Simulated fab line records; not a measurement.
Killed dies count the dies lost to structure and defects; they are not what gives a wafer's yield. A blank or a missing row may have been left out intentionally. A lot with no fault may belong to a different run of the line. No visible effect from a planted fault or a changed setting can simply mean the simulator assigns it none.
Struck lot and sound lot, side by side | flow sky130 | 21 steps out of a route of 708
Sound: the wafers L391.2, L391.4, L391.5. Wafers L397.3, L397.4, L397.5 were the ones struck. The cause is named last.
Order at every step that has rows: each side's tool, ch and its chambers, its first start. Under that, the readings that differ: sound wafers | struck wafers | difference of the means | sigmas: that difference in standard deviations of wafers without a fault.
alike: words and numbers the same on both sides, and readings whose means are apart by under 2 such deviations; not compared: readings that were withheld, readings missing a value for some wafer, numbers with overlapping values and no deviation given by the record, and bounds like >300 which may hide the same value.
Wherever a step has rows on one side only, a row that says differs or no value, or a row with sigmas, the two part there. Numbers that don't overlap but have no deviation are shown without sigmas and don't part them. Lack of a reading on every wafer of one side parts them only where that side has two or more wafers.

first, 1 step without rows for these wafers: SKY_GATE_OXIDE_DEVELOP_09 (develop time 60 s).
SKY_GATE_OXIDE_OVL_MEAS_10:
  sound on overlay-01, day 14 01:52; struck on overlay-02, day 16 08:40
  reading             | sound       | struck         | difference | sigmas
  GATE_OXIDE_OVL (nm) | 2.4 3.4 0.7 | -2.7 -1.0 -1.2 | -3.8       | -3
then, 2 steps without rows for these wafers: SKY_GATE_OXIDE_IMPLANT_11; SKY_GATE_OXIDE_WET_ETCH_12 (etches SiO2 in dHF, target depth 16.8 nm, time 336 s).
SKY_GATE_OXIDE_STRIP_13: strips in O2/N2.
  sound on plasma-asher-04 ch 1, day 14 02:08; struck on plasma-asher-02 ch 0,1, day 16 08:59
  alike: chamber-pressure-mTorr, drypump-motor-current-A, oes-product-au, strip-time-to-endpoint-s
  not compared: rf-hours-counter-h
SKY_GATE_OXIDE_TW_MEAS_14:
  sound on film-metro-03, day 14 02:15; struck on film-metro-03, day 16 09:04
  alike: GATE_OXIDE_TW
then, 3 steps without rows for these wafers: SKY_GATE_OXIDE_CLEAN_15 (cleans in SC1/SC2, time 150 s); SKY_GATE_OXIDE_OXIDATION_16 (stabilise 600 s, purge 300 s, target thk 3.57 nm); SKY_POLY_GATE_CVD_00 (deposits poly-Si, target thk 180 nm, time 720 s).
SKY_POLY_GATE_THK_MEAS_01:
  sound on film-metro-02, day 14 05:23; struck on film-metro-01, day 16 12:43
  alike: POLY_GATE_CVD_00_THK
then, 2 steps without rows for these wafers: SKY_RES_PROTECT_DEHYDRATE_00 (time 60 s); SKY_RES_PROTECT_HMDS_01 (prime time 60 s).
SKY_RES_PROTECT_COAT_02: resist thk 1140 nm.
  sound on litho-track-02 ch 0, day 14 17:09; struck on litho-track-03 ch 0, day 17 01:55
  reading                                          | sound          | struck            | difference | sigmas
  model.NOVOLAK_of_RES_PROTECT_COAT_02.thk-nm (nm) | 1142 1141 1145 | 698.2 697.2 697.8 | -444.9     |
then, 3 steps without rows for these wafers: SKY_RES_PROTECT_SOFTBAKE_03 (time 60 s); SKY_RES_PROTECT_EXPOSE_04 (exposes mask RPM, target cd 1270 nm); SKY_RES_PROTECT_PEB_05.
SKY_RES_PROTECT_DEVELOP_06: develop time 60 s.
  sound on litho-track-04 ch 0, day 15 07:22; struck on litho-track-03 ch 0, day 17 16:58
  reading                                          | sound          | struck            | difference | sigmas
  model.NOVOLAK_of_RES_PROTECT_COAT_02.thk-nm (nm) | 1141 1141 1144 | 697.8 696.8 697.3 | -444.7     |
following that, these wafers have no rows for 1 step: SKY_POLY_GATE_IMPLANT_02.
SKY_RES_PROTECT_STRIP_07: strips in O2/N2.
  sound on plasma-asher-04 ch 0,1, day 15 07:38; struck on plasma-asher-01 ch 0,1, day 17 17:14
  reading                      | sound             | struck            | difference | sigmas
  oes-product-au (a.u.)        | 0.510 0.521 0.512 | 0.470 0.466 0.451 | -0.052     | -11
  strip-time-to-endpoint-s (s) | 23.30 23.29 23.34 | 18.27 18.29 18.27 | -5.03      | -99 or more
  alike: chamber-pressure-mTorr, drypump-motor-current-A
  not compared: rf-hours-counter-h
SKY_RES_PROTECT_TW_MEAS_08:
  sound on film-metro-03, day 15 07:45; struck on film-metro-03, day 17 17:20
  reading      | sound          | struck         | difference | sigmas
  POLY_GATE_TW | 4064 4066 4062 | 3991 3997 3993 | -70        | -3
SKY_PAD_OPEN_PROBE_99:
  the record holds rows for the sound wafers here (prober-01, day 46 02:32) but none for the struck ones

## WHERE THEY PART
First at SKY_GATE_OXIDE_OVL_MEAS_10; last, within this record, at SKY_PAD_OPEN_PROBE_99.

WHY: the cause the simulator had injected
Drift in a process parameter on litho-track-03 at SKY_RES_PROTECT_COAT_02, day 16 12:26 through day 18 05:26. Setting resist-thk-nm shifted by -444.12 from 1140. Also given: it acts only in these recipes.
